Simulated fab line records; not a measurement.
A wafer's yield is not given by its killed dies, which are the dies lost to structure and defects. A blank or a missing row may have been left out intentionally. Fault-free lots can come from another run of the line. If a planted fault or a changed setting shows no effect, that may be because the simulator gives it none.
fab line records	flow sky130
record lots=5	wafers=15	lastDay=50
route steps=708 shown FIELD_ISO@18 NWELL@32 DNWELL@35
lots with no fault: from the same line, run without faults
startH: the number of hours between the record's first day and the start of the first shown wafer of the lot	waitH: hours from the lot's prior step to this one	" same as the row above	L1.1+2: a row that stands for several wafers	- no value present, or no start provided	* or withheld: withheld	< > ~ a bound
route shown NAME@n: NAME is a module with steps in the file, n the number in the route of the first one	usual: mean and standard deviation over wafers with no fault	same: alike in all rows	chamber/n: place in a boat	sites: the reading at each site	_std_site: standard deviation across them	_edge_site: outer sites' mean less inner sites'	radiusMm: for every site, how far away it sits from the centre of the wafer	mask NAME#n: copy n	behind: tool/chamber where the wafer was last shaped	hold: why the lot was held/for how many hours/how that ended	device: whichever transistor did not switch (one of n, p or np)	end of line: tests of these same wafers at the route's end	a step with no rows: only its recipe	killed: dies that structure and defects cost at the first sort, which is not the same as the wafer's yield	map: the dies of a wafer, with x for killed, . for not killed, _ for no die there
set.NAME: the setting that was run; set.NAME@STEP: the one run at that earlier step	model.NAME: the simulator's own value behind a step, which no gauge read
lots seen at some steps along the route; tables by step, rows by wafer
services: from which hour (startH, from the record's first day; less than 0 if before it) a tool's chamber was out of use, for how many hours, and why
## steps
# step SKY_FIELD_ISO_ETCH_17
# recipe targetDepthA=3420	maskMaterial=Si3N4	chemistry=HBr/Cl2/O2	target=Si	taperDeg=5	icpW=600	biasW=150	pressureMtorr=15	HBr_flow_sccm=150	Cl2_flow_sccm=40	O2_flow_sccm=6	timeS=97.7
# usual chamberPressureMTorr=15.002/0.013	drypumpMotorCurrentA=5.9/0.4	oesProductAu=1.004/0.016	throttleValvePct=25.655/0.014
lot.wafer	tool	chamber	startH	waitH	chamberPressureMTorr	drypumpMotorCurrentA	oesProductAu	rfHoursCounterH	throttleValvePct
L077.4	rieSi-01	0	45.91	0.0	14.996	5.9	1.002	15	25.666
L077.5	"	1	"	"	14.994	5.0	0.996	-	25.665
L077.6	"	2	"	"	15.007	5.9	1.019	-	25.644
L078.2	rieSi-01	0	56.08	0.1	15.007	5.9	0.992	15	25.663
L078.3	"	3	"	"	15.002	6.3	1.012	21	25.637
L078.6	"	0	"	"	14.995	5.9	0.998	-	25.663
L087.2	rieSi-02	2	98.63	0.1	14.974	5.9	0.987	4	25.651
L087.3	"	3	"	"	15.018	5.9	1.019	1	25.654
L087.6	"	2	"	"	15.000	5.9	1.001	-	25.675
L093.2	rieSi-01	0	129.93	0.1	14.999	5.9	1.007	16	25.651
L093.3	"	2	"	"	15.022	5.9	1.025	100	25.650
L093.4	"	1	"	"	15.010	5.0	0.985	1	25.678
L096.3	rieSi-02	0	144.13	0.0	15.022	6.3	0.994	13	25.668
L096.4	"	3	"	"	15.010	5.9	1.017	1	25.663
L096.6	"	1	"	"	15.008	5.7	0.992	-	25.662
# step SKY_FIELD_ISO_WET_ETCH_18
# recipe chemistry=H3PO4	targetDepthNm=25	tempC=160	target=Si3N4	timeS=286
lot.wafer	tool	chamber	startH	waitH
L077.4+5+6	wetBench-01	2	45.98	0.0
L078.2+3+6	wetBench-02	1	56.15	0.0
L087.2+3+6	wetBench-02	1	98.70	0.0
L093.2+3+4	wetBench-01	3	130.00	0.0
L096.3+4+6	wetBench-02	1	144.20	0.0
# step SKY_FIELD_ISO_CLEAN_19
# recipe chemistry=SC1/SC2	mix=1:4:20	tempC=70	timeS=150
lot.wafer	tool	chamber	startH	waitH
L077.4+5+6	wetBench-01	0	46.07	0.0
L078.2+3+6	wetBench-03	3	56.24	0.0
L087.2+3+6	wetBench-01	3	98.79	0.0
L093.2+3+4	wetBench-02	1	130.09	0.0
L096.3+4+6	wetBench-01	3	144.29	0.0
# step SKY_FIELD_ISO_CLEAN_20
# recipe chemistry=dHF	timeS=20	dilution=100:1
lot.wafer	tool	chamber	startH	waitH
L077.4+5+6	wetBench-01	3	46.13	0.0
L078.2+3+6	wetBench-02	2	56.29	0.0
L087.2+3+6	wetBench-03	3	98.84	0.0
L093.2+3+4	wetBench-03	0	130.14	0.0
L096.3+4+6	wetBench-03	1	144.34	0.0
# step SKY_FIELD_ISO_WET_ETCH_21
# recipe chemistry=dHF	dilution=100:1	targetDepthNm=20	dry=ipaMarangoni	target=SiO2	tempC=25	timeS=400
lot.wafer	tool	chamber	startH	waitH
L077.4+5+6	wetBench-02	0	46.14	0.0
L078.2+3+6	wetBench-03	3	56.30	0.0
L087.2+3+6	wetBench-02	2	98.85	0.0
L093.2+3+4	wetBench-02	0	130.16	0.0
L096.3+4+6	wetBench-02	0	144.36	0.0
# step SKY_FIELD_ISO_OXIDATION_22
# recipe tempC=950	ambient=O2	stabiliseS=600	purgeS=300	targetThkA=100	oxTimeS=623
# usual oxTempCMax=954.0/1.4	zonePowerTopPct=41/3.4
lot.wafer	tool	chamber	startH	waitH	oxTempCMax	zonePowerTopPct
L077.4	furnace-02	0	46.67	0.4	953.7	37
L077.5	"	0	"	"	954.0	37
L077.6	"	0	"	"	954.2	37
L078.2	furnace-02	0	56.42	0.0	954.7	37
L078.3	"	0	"	"	955.4	38
L078.6	"	0	"	"	954.0	37
L087.2	furnace-01	0	101.66	2.7	953.3	44
L087.3	"	0	"	"	953.0	45
L087.6	"	0	"	"	952.9	44
L093.2	furnace-02	0	132.30	2.0	954.3	37
L093.3	"	0	"	"	954.8	37
L093.4	"	0	"	"	953.9	37
L096.3	furnace-02	0	145.15	0.7	955.8	37
L096.4	"	0	"	"	954.5	37
L096.6	"	0	"	"	955.6	38
# step SKY_FIELD_ISO_THK_MEAS_23
# recipe reads=SiO2_of_FIELD_ISO_OXIDATION_22
# usual FIELD_ISO_OXIDATION_01_THK=9.93/0.19
lot.wafer	tool	chamber	startH	waitH	FIELD_ISO_OXIDATION_01_THK[nm]
L077.4	filmMetro-03	-	47.88	0.0	9.97
L077.5	"	-	"	"	10.18
L077.6	"	-	"	"	10.15
L078.2	filmMetro-02	-	57.60	0.0	10.19
L078.3	"	-	"	"	10.27
L078.6	"	-	"	"	9.89
L087.2	filmMetro-02	-	102.84	0.0	9.87
L087.3	"	-	"	"	9.84
L087.6	"	-	"	"	9.97
L093.2	filmMetro-04	-	133.49	0.0	9.81
L093.3	"	-	"	"	9.74
L093.4	"	-	"	"	9.84
L096.3	filmMetro-03	-	146.35	0.0	9.83
L096.4	"	-	"	"	9.77
L096.6	"	-	"	"	9.78
# step SKY_FIELD_ISO_CVD_24
# recipe material=SiO2	targetThkNm=595	tempC=650	sigmaOpenFrac=0.3	timeS=99.2	sih4FlowSccm=60	pressureMtorr=6
lot.wafer	tool	chamber	startH	waitH
L077.4+5+6	hdpcvd-01	0,2,1	47.94	0.1
L078.2+3+6	hdpcvd-01	0,1,1	57.65	0.0
L087.2+3+6	hdpcvd-02	0,2,0	102.89	0.0
L093.2+3+4	hdpcvd-02	0,1,1	133.54	0.0
L096.3+4+6	hdpcvd-02	1,0,2	146.39	0.0
# step SKY_FIELD_ISO_THK_MEAS_25
# recipe reads=SiO2_of_FIELD_ISO_CVD_24
# usual FIELD_ISO_CVD_24_THK=594/5.5
lot.wafer	tool	chamber	startH	waitH	FIELD_ISO_CVD_24_THK[nm]
L077.4	filmMetro-03	-	48.01	0.0	603
L077.5	"	-	"	"	594
L077.6	"	-	"	"	597
L078.2	filmMetro-04	-	57.73	0.0	604
L078.3	"	-	"	"	600
L078.6	"	-	"	"	593
L087.2	filmMetro-04	-	102.97	0.0	605
L087.3	"	-	"	"	602
L087.6	"	-	"	"	603
L093.2	filmMetro-02	-	133.62	0.0	601
L093.3	"	-	"	"	593
L093.4	"	-	"	"	600
L096.3	filmMetro-02	-	146.48	0.1	597
L096.4	"	-	"	"	598
L096.6	"	-	"	"	584
# step SKY_FIELD_ISO_ANNEAL_26
# recipe tempC=1000	timeS=1800	ambient=N2
# usual zonePowerTopPct=45/3.8
lot.wafer	tool	chamber	startH	waitH	zonePowerTopPct
L077.4	furnace-02	0	48.04	0.0	41
L077.5	"	0	"	"	41
L077.6	"	0	"	"	41
L078.2	furnace-01	0	57.78	0.0	48
L078.3	"	0	"	"	49
L078.6	"	0	"	"	48
L087.2	furnace-01	0	104.34	1.4	49
L087.3	"	0	"	"	48
L087.6	"	0	"	"	48
L093.2	furnace-02	0	133.67	0.0	40
L093.3	"	0	"	"	41
L093.4	"	0	"	"	41
L096.3	furnace-02	0	147.86	1.4	41
L096.4	"	0	"	"	41
L096.6	"	0	"	"	41
# step SKY_FIELD_ISO_CMP_27
# recipe stopOn=Si3N4	tOverpolishS=16	downForcePsi=4	platenRpm=60	targetThkNm=457.8	padVelocityMS=0.94248
# usual motorCurrentA=11.3/0.72	overpolishRunS=16.002/0.0085	retainingRingPressureFrac=1.000/0.0049	slurryFilterDpKPa=13.50/0.16	slurryFlowMlMin=150.0/0.45	timeToEndpointS=115/5
# same tOverpolishS=16
lot.wafer	tool	chamber	startH	waitH	motorCurrentA	overpolishRunS	retainingRingPressureFrac	slurryFilterDpKPa	slurryFlowMlMin	timeToEndpointS
L077.4	cmp-01	0	49.59	0.1	12.2	16.013	0.998	13.46	150.1	119
L077.5	"	3	"	"	13.2	15.992	1.001	13.56	150.2	123
L077.6	"	0	"	"	11.9	15.998	1.007	13.46	150.1	121
L078.2	cmp-02	0	59.33	0.1	10.5	15.998	1.001	13.61	150.1	115
L078.3	"	1	"	"	11.9	16.013	1.005	13.69	149.1	116
L078.6	"	0	"	"	10.8	16.006	1.007	13.63	150.2	112
L087.2	cmp-02	1	105.94	0.1	11.6	16.015	1.001	13.47	150.2	115
L087.3	"	2	"	"	11.0	15.989	1.011	13.53	149.4	113
L087.6	"	0	"	"	10.6	15.989	1.000	13.49	149.6	111
L093.3	cmp-02	2	135.17	0.0	11.0	16.000	1.002	13.74	149.2	113
L093.4	"	3	"	"	11.3	16.005	0.993	13.41	150.0	110
L093.2	"	1	"	"	11.3	15.995	1.004	13.55	149.3	111
L096.4	cmp-02	0	149.36	0.0	10.3	15.994	0.999	13.62	150.3	116
L096.3	"	1	"	"	11.5	15.996	1.001	13.39	150.3	113
L096.6	"	1	"	"	11.2	15.996	0.996	13.49	149.9	112
# step SKY_FIELD_ISO_WET_ETCH_28
# recipe chemistry=dHF	targetDepthNm=23.7	target=SiO2	dilution=10:1	tempC=25	timeS=47
lot.wafer	tool	chamber	startH	waitH
L077.4+5+6	wetBench-02	0	49.84	0.2
L078.2+3+6	wetBench-02	1	59.58	0.2
L087.2+3+6	wetBench-01	1	106.14	0.1
L093.2+3+4	wetBench-02	3	135.47	0.1
L096.3+4+6	wetBench-02	1	149.66	0.2
# step SKY_FIELD_ISO_WET_ETCH_29
# recipe chemistry=H3PO4	targetDepthNm=160	target=Si3N4	tempC=160	timeS=1825
lot.wafer	tool	chamber	startH	waitH
L077.4+5+6	wetBench-03	1	49.86	0.0
L078.2+3+6	wetBench-01	0	59.61	0.0
L087.2+3+6	wetBench-02	3	106.17	0.0
L093.2+3+4	wetBench-01	0	135.49	0.0
L096.3+4+6	wetBench-01	0	149.68	0.0
# step SKY_FIELD_ISO_WET_ETCH_30
# recipe chemistry=dHF	targetDepthNm=25	target=SiO2	dilution=10:1	tempC=25	timeS=50
lot.wafer	tool	chamber	startH	waitH
L077.4+5+6	wetBench-02	0	50.37	0.0
L078.2+3+6	wetBench-02	3	60.17	0.0
L087.2+3+6	wetBench-01	1	106.68	0.0
L093.2+3+4	wetBench-03	1	136.05	0.0
L096.3+4+6	wetBench-02	1	150.24	0.0
# step SKY_NWELL_CLEAN_00
# recipe chemistry=SC1/SC2	mix=1:4:20	tempC=70	timeS=150	dry=n2Spin
lot.wafer	tool	chamber	startH	waitH
L077.4+5+6	wetBench-01	0	50.40	0.0
L078.2+3+6	wetBench-03	1	60.19	0.0
L087.2+3+6	wetBench-03	1	106.71	0.0
L093.2+3+4	wetBench-02	2	136.07	0.0
L096.3+4+6	wetBench-01	1	150.26	0.0
# step SKY_NWELL_OXIDATION_01
# recipe tempC=900	ambient=O2	stabiliseS=600	purgeS=300	targetThkA=100	oxTimeS=1418
# usual oxTempCMax=903.6/1.5	zonePowerTopPct=38/3.1
lot.wafer	tool	chamber	startH	waitH	oxTempCMax	zonePowerTopPct
L077.4	furnace-02	0	51.38	0.9	902.8	34
L077.5	"	0	"	"	904.1	34
L077.6	"	0	"	"	905.6	34
L078.2	furnace-01	0	60.92	0.7	902.7	40
L078.3	"	0	"	"	902.6	40
L078.6	"	0	"	"	902.4	40
L087.2	furnace-01	0	108.53	1.8	901.6	40
L087.3	"	0	"	"	901.5	40
L087.6	"	0	"	"	901.8	41
L093.2	furnace-01	0	137.81	1.7	902.7	41
L093.3	"	0	"	"	902.2	40
L093.4	"	0	"	"	902.4	41
L096.3	furnace-02	0	150.31	0.0	905.8	35
L096.4	"	0	"	"	905.3	34
L096.6	"	0	"	"	905.8	34
# step SKY_NWELL_THK_MEAS_02
# recipe reads=SiO2_of_NWELL_OXIDATION_01
# usual NWELL_OXIDATION_THK=9.93/0.2
lot.wafer	tool	chamber	startH	waitH	NWELL_OXIDATION_THK[nm]
L077.4	filmMetro-03	-	52.81	0.0	10.07
L077.5	"	-	"	"	10.02
L077.6	"	-	"	"	9.93
L078.2	filmMetro-01	-	62.32	0.0	9.48
L078.3	"	-	"	"	9.41
L078.6	"	-	"	"	9.60
L087.2	filmMetro-03	-	109.93	0.0	9.83
L087.3	"	-	"	"	9.86
L087.6	"	-	"	"	9.89
L093.2	filmMetro-04	-	139.21	0.0	10.00
L093.3	"	-	"	"	10.22
L093.4	"	-	"	"	9.93
L096.3	filmMetro-04	-	151.73	0.0	10.04
L096.4	"	-	"	"	9.96
L096.6	"	-	"	"	9.90
# step SKY_DNWELL_DEHYDRATE_00
# recipe tempC=200	timeS=60
# usual resistLineTempC=23.01/0.096
lot.wafer	tool	chamber	startH	waitH	resistLineTempC
L077.4	lithoTrack-04	0	60.76	7.9	22.96
L077.5	"	0	"	"	22.99
L077.6	"	0	"	"	23.09
L078.2	lithoTrack-03	0	71.21	8.9	23.14
L078.3	"	0	"	"	23.00
L078.6	"	0	"	"	22.96
L087.2	lithoTrack-01	0	118.88	8.9	23.21
L087.3	"	0	"	"	23.00
L087.6	"	0	"	"	23.24
L093.2	lithoTrack-04	0	149.01	9.8	23.06
L093.3	"	0	"	"	22.91
L093.4	"	0	"	"	23.01
L096.3	lithoTrack-03	0	161.69	9.9	22.96
L096.4	"	0	"	"	22.96
L096.6	"	0	"	"	22.87
# step SKY_DNWELL_HMDS_01
# recipe primeTimeS=60	primeTempC=120
# usual resistLineTempC=23.01/0.097
lot.wafer	tool	chamber	startH	waitH	resistLineTempC
L077.4	lithoTrack-04	0	60.91	0.1	23.39
L077.5	"	0	"	"	23.12
L077.6	"	0	"	"	22.98
L078.2	lithoTrack-03	0	71.36	0.1	22.96
L078.3	"	0	"	"	23.04
L078.6	"	0	"	"	22.96
L087.2	lithoTrack-01	0	119.03	0.1	23.10
L087.3	"	0	"	"	22.95
L087.6	"	0	"	"	23.06
L093.2	lithoTrack-04	0	149.16	0.1	23.10
L093.3	"	0	"	"	22.90
L093.4	"	0	"	"	23.13
L096.3	lithoTrack-03	0	161.84	0.1	23.02
L096.4	"	0	"	"	22.91
L096.6	"	0	"	"	23.19
# step SKY_DNWELL_COAT_02
# recipe spinRpm=2000	resistThkNm=3000
# usual resistLineTempC=23.00/0.11	spinSpeedRpm=2000.1/1.5
lot.wafer	tool	chamber	startH	waitH	resistLineTempC	spinSpeedRpm
L077.4	lithoTrack-04	0	61.06	0.1	22.98	1999.0
L077.5	"	0	"	"	23.00	2001.4
L077.6	"	0	"	"	23.07	1998.5
L078.2	lithoTrack-03	0	71.51	0.1	23.05	1999.6
L078.3	"	0	"	"	23.04	2000.2
L078.6	"	0	"	"	23.20	1999.5
L087.2	lithoTrack-01	0	119.18	0.1	23.00	2000.8
L087.3	"	0	"	"	22.97	1999.4
L087.6	"	0	"	"	23.03	2001.0
L093.2	lithoTrack-04	0	149.31	0.1	22.97	2004.3
L093.3	"	0	"	"	23.20	2002.1
L093.4	"	0	"	"	23.00	2001.9
L096.3	lithoTrack-03	0	161.99	0.1	22.79	1996.8
L096.4	"	0	"	"	22.90	1998.8
L096.6	"	0	"	"	22.91	1997.0
# step SKY_DNWELL_SOFTBAKE_03
# recipe tempC=110	timeS=withheld
# usual resistLineTempC=23.00/0.097
lot.wafer	tool	chamber	startH	waitH	resistLineTempC
L077.4	lithoTrack-04	0	61.24	0.1	22.87
L077.5	"	0	"	"	23.09
L077.6	"	0	"	"	22.94
L078.2	lithoTrack-03	0	71.67	0.1	22.92
L078.3	"	0	"	"	22.97
L078.6	"	0	"	"	22.87
L087.2	lithoTrack-01	0	119.34	0.1	22.91
L087.3	"	0	"	"	23.06
L087.6	"	0	"	"	22.91
L093.2	lithoTrack-04	0	149.47	0.1	23.01
L093.3	"	0	"	"	23.12
L093.4	"	0	"	"	22.97
L096.3	lithoTrack-03	0	162.15	0.1	23.07
L096.4	"	0	"	"	23.08
L096.6	"	0	"	"	22.96
# step SKY_DNWELL_EXPOSE_04
# recipe maskId=DNM	na=0.57	targetCdNm=3000	doseMj=222
# usual stageVelMmS=499.95/0.23
lot.wafer	tool	chamber	startH	waitH	mask	stageVelMmS
L077.4	ilineStepper-02	0	-	-	DNM#0	499.75
L077.5	"	0	"	"	DNM#0	499.95
L077.6	"	0	"	"	DNM#0	499.69
L078.2	ilineStepper-01	0	-	-	DNM#0	500.08
L078.3	"	0	"	"	DNM#0	499.84
L078.6	"	0	"	"	DNM#0	499.71
L087.2	ilineStepper-01	0	-	-	DNM#0	499.94
L087.3	"	0	"	"	DNM#0	499.79
L087.6	"	0	"	"	DNM#0	500.09
L093.2	ilineStepper-01	0	-	-	DNM#0	500.45
L093.3	"	0	"	"	DNM#0	500.09
L093.4	"	0	"	"	DNM#0	500.46
L096.3	ilineStepper-02	0	-	-	DNM#0	499.79
L096.4	"	0	"	"	DNM#0	500.13
L096.6	"	0	"	"	DNM#0	499.88
# step SKY_DNWELL_PEB_05
# recipe tempC=115	timeS=withheld
# usual resistLineTempC=23.02/0.1
lot.wafer	tool	chamber	startH	waitH	resistLineTempC
L077.4	lithoTrack-03	0	-	-	22.95
L077.5	"	0	"	"	22.96
L077.6	"	0	"	"	22.97
L078.2	lithoTrack-01	0	-	-	22.98
L078.3	"	0	"	"	23.01
L078.6	"	0	"	"	22.91
L087.2	lithoTrack-03	0	-	-	23.01
L087.3	"	0	"	"	22.99
L087.6	"	0	"	"	23.22
L093.2	lithoTrack-01	0	-	-	23.07
L093.3	"	0	"	"	23.02
L093.4	"	0	"	"	23.13
L096.3	lithoTrack-04	0	-	-	23.10
L096.4	"	0	"	"	22.93
L096.6	"	0	"	"	23.04
## services
tool	chamber	startH	hours	kind
furnace-02	-	27.94	6.2	pm
ilineStepper-01	-	28.52	2.1	pm
ilineStepper-01	-	30.61	-	consumableReplace:lamp
furnace-01	-	34.92	3.5	pm
cmp-01	-	50.46	0.8	repair
wetBench-02	-	61.31	0.5	repair
cmp-02	-	64.21	4.0	pm
hdpcvd-01	-	66.75	15.0	pm
hdpcvd-01	0	66.75	15.0	ventCycle
cmp-02	-	68.21	-	consumableReplace:conditioner
cmp-02	-	68.21	-	consumableReplace:pad
rieSi-02	2	76.31	8.0	repair
furnace-01	-	82.80	4.6	pm
cmp-01	-	86.40	0.2	repair
ilineStepper-02	-	92.26	10.1	repair
cmp-02	-	97.37	4.9	repair
cmp-01	-	102.25	5.8	pm
ilineStepper-01	-	102.40	4.3	pm
cmp-02	-	110.79	1.1	repair
ilineStepper-02	-	113.26	1.7	pm
cmp-02	-	140.42	1.8	repair
rieSi-01	0	148.15	4.1	repair
cmp-01	-	148.73	1.5	repair
cmp-01	-	159.71	4.4	repair
## key
fault none
